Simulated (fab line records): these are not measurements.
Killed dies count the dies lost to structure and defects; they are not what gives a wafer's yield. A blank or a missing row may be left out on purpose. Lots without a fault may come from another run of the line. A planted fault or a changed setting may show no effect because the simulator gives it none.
Struck lot and sound lot, side by side + flow sky130 + 16 out of 708 route steps
Sound: these wafers, L580.1, L580.2, L580.5. Struck: wafers L576.2, L576.5, L576.6. Last of all comes the cause.
At each step with rows: each side's tool, then ch and its chambers, then its first start. Under that, the readings that differ: sound wafers + struck wafers + difference of the means + sigmas: that difference in standard deviations of wafers without a fault.
alike: readings whose means differ by less than 2 such deviations, and words and numbers that are the same on both sides. not compared: withheld readings, readings that some wafer has no value for, bounds like >300 that may hide the same value, and numbers for which the record gives no deviation and whose values overlap.
Wherever a step has rows on one side only, a row that says differs or no value, or a row with sigmas, the two part there. Non-overlapping numbers with no deviation appear without sigmas and do not part them. Lack of a reading on every wafer of one side parts them only where that side has two or more wafers.

SKY_NWELL_RS_MEAS_29: the measuring method here is four-point-probe.
  sound on filmMetro-02, day 8 12:26; struck on filmMetro-01, day 7 14:48
| reading           | sound             | struck            | difference | sigmas |
|-------------------|-------------------|-------------------|------------|--------|
| NWELL_RS (ohm/sq) | 624.9 620.6 622.9 | 626.8 625.4 624.6 | +2.8       | +2     |
SKY_NWELL_RS_MEAS_31: the measuring method here is four-point-probe.
  sound on filmMetro-02, day 8 12:40; struck on filmMetro-01, day 7 15:02
  alike: PWDE_RS
then, 7 steps without rows for these wafers: SKY_VT_ADJUST_HVTP_DEHYDRATE_00 (time 60 s); SKY_VT_ADJUST_HVTP_HMDS_01 (prime time 60 s); SKY_VT_ADJUST_HVTP_COAT_02 (resist thk 1140 nm); SKY_VT_ADJUST_HVTP_SOFTBAKE_03 (time 60 s); SKY_VT_ADJUST_HVTP_EXPOSE_04 (exposes mask HVTPM, target cd 380 nm); SKY_VT_ADJUST_HVTP_PEB_05; SKY_VT_ADJUST_HVTP_DEVELOP_06 (develop time 60 s).
SKY_VT_ADJUST_HVTP_CD_MEAS_07: target cd 380 nm.
  sound on cdSem-02, day 9 09:18; struck on cdSem-01, day 8 10:36
| reading   | sound             | struck            | difference | sigmas |
|-----------|-------------------|-------------------|------------|--------|
| cdNm (nm) | 381.0 382.3 380.9 | 374.3 372.5 374.4 | -7.7       | -3     |
SKY_VT_ADJUST_HVTP_OVL_MEAS_08:
  sound on overlay-02, day 9 09:25; struck on overlay-02, day 8 10:43
  alike: VT_ADJUST_HVTP_OVL
SKY_VT_ADJUST_HVTP_IMPLANT_09:
  sound on implanter-04 ch 0, day 9 09:27; struck on implanter-02 ch 0, day 8 11:05
SKY_VT_ADJUST_HVTP_STRIP_10: strips in O2/N2.
  sound on plasmaAsher-03 ch 0,1, day 9 09:36; struck on plasmaAsher-03 ch 0,1, day 8 11:12
  alike: drypumpMotorCurrentA, oesProductAu, stripTimeToEndpointS
  not compared: rfHoursCounterH
SKY_VT_ADJUST_HVTP_TW_MEAS_11:
  sound on filmMetro-04, day 9 09:42; struck on filmMetro-03, day 8 11:19
| reading           | sound          | struck         | difference | sigmas |
|-------------------|----------------|----------------|------------|--------|
| VT_ADJUST_HVTP_TW | 1349 1340 1349 | 1692 1697 1702 | +351       | +43    |
then, 1 step without rows for these wafers: SKY_VT_ADJUST_LVTN_DEHYDRATE_00 (time 60 s).
-- record jumps: 40 days separate the struck wafers' starts on either side; left off in module VT_ADJUST_LVTN, taken up again in module PAD_OPEN, whose first shown step is the route's number 708 --
SKY_PAD_OPEN_PROBE_99:
  sound on prober-02, day 48 22:26; struck on prober-02, day 48 03:26
| reading                             | sound             | struck            | difference | sigmas |
|-------------------------------------|-------------------|-------------------|------------|--------|
| model.etest.tipP.rsOhmSq            | 6925 6900 6875    | 8970 9017 8944    | +2077      |        |
| model.etest.pfet_01v8.rOnOhmUm      | 2926 2979 2906    | 3592 3730 3577    | +696       |        |
| model.etest.tipP.rsOhmSqRange       | 121.4 164.9 207.2 | 225.9 232.2 340.2 | +101.6     |        |
| model.etest.pfet_01v8.driveUaUm     | 186 185.8 189.8   | 129 123 129.4     | -60        |        |
| model.etest.pfet_01v8_mvt.driveUaUm | 148.8 146.6 149.3 | 91.7 88.37 92.04  | -57.5      |        |
| model.etest.pfet_01v8_hvt.driveUaUm | 140.8 138.3 141.7 | 101.3 95.96 99.98 | -41.2      |        |
| model.etest.sramPfetLatch.driveUaUm | 148.4 137.9 150.6 | 102.9 96.82 100.2 | -45.7      |        |
| model.etest.ring_1v8.delayPs        | 21.8 21.71 21.45  | 26.24 28.32 26.41 | +5.34      |        |
  alike: killed_at_M0_to_M3, killed_at_M4_up, killedAtContacts, killedAtFrontEnd, killedAtOther, killedDies, killedOpen, killedShort

## WHERE THEY PART
Earliest at SKY_NWELL_RS_MEAS_29; latest, in this record, at SKY_VT_ADJUST_HVTP_TW_MEAS_11. Later steps at which nothing parts them and some readings are alike: SKY_PAD_OPEN_PROBE_99.

WHY: what the simulator had put in
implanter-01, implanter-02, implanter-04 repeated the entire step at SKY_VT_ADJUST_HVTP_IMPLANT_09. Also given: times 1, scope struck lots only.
